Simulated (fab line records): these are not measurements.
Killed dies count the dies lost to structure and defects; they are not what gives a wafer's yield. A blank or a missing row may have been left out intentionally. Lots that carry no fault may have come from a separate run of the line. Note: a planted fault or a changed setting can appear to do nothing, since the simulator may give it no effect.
A struck lot beside a sound one || flow sky130 || 14 steps out of a route of 708
Sound: the wafers L986.3, L986.5, L986.6. The struck wafers were L977.1, L977.2, L977.3. The cause is named last.
At each step with rows: each side's tool, then ch and its chambers, then its first start. Under that, the readings that differ: sound wafers || struck wafers || difference of the means || sigmas: that difference in standard deviations of wafers without a fault.
alike: readings with means less than 2 such deviations apart, plus words and numbers identical on both sides. not compared: withheld readings, readings lacking a value on some wafer, bounds such as >300 that could conceal the same value, and numbers that have no deviation in the record and whose values overlap.
Wherever a step has rows on one side only, a row that says differs or no value, or a row with sigmas, the two part there. When numbers do not overlap yet have no deviation, they are printed without sigmas and do not part them. Lack of a reading on every wafer of one side parts them only where that side has two or more wafers.

first, 4 steps without rows for these wafers: SKY_DNWELL_EXPOSE_04 (exposes mask DNM, target cd 3000 nm); SKY_DNWELL_PEB_05; SKY_DNWELL_DEVELOP_06 (develop time 60 s); SKY_DNWELL_IMPLANT_07.
SKY_DNWELL_STRIP_08: strips in O2/N2.
  sound on plasma-asher-02 ch 0,1, day 7 23:09; struck on plasma-asher-02 ch 0,1, day 6 00:03
  alike: drypump-motor-current-A, o2-flow-sccm, oes-product-au, strip-time-to-endpoint-s
  not compared: rf-hours-counter-h
SKY_DNWELL_TW_MEAS_09:
  sound on film-metro-02 at day 7 23:14; struck on film-metro-02 at day 6 00:09
  alike: DNWELL_TW
then, 6 steps without rows for these wafers: SKY_PWDE_DEHYDRATE_00 (time 60 s); SKY_PWDE_HMDS_01 (prime time 60 s); SKY_PWDE_COAT_02 (resist thk 3000 nm); SKY_PWDE_SOFTBAKE_03; SKY_PWDE_EXPOSE_04 (exposes mask PWDEM, target cd 840 nm); SKY_PWDE_PEB_05.
SKY_PWDE_DEVELOP_06: develop time 60 s.
  sound on litho-track-04 ch 0, day 8 19:00; struck on litho-track-04, day 6 19:00
  no value came back on the struck wafers for chill-plate-temp-C (C), develop-time-s (s); on the sound wafers chill-plate-temp-C (C) reads 23.07 23.03 22.96
SKY_PWDE_OVL_MEAS_07:
  sound on overlay-02 at day 8 19:53; struck on overlay-01 at day 6 19:17
{"reading": "PWDE_OVL (nm)", "sound": "1.9 1.4 0.8", "struck": "- - -", "difference": "no value on the struck wafers", "sigmas": ""}

WHERE THEY PART
At SKY_PWDE_DEVELOP_06 first; at SKY_PWDE_OVL_MEAS_07 last (within this record only).

WHY: whatever the simulator had introduced
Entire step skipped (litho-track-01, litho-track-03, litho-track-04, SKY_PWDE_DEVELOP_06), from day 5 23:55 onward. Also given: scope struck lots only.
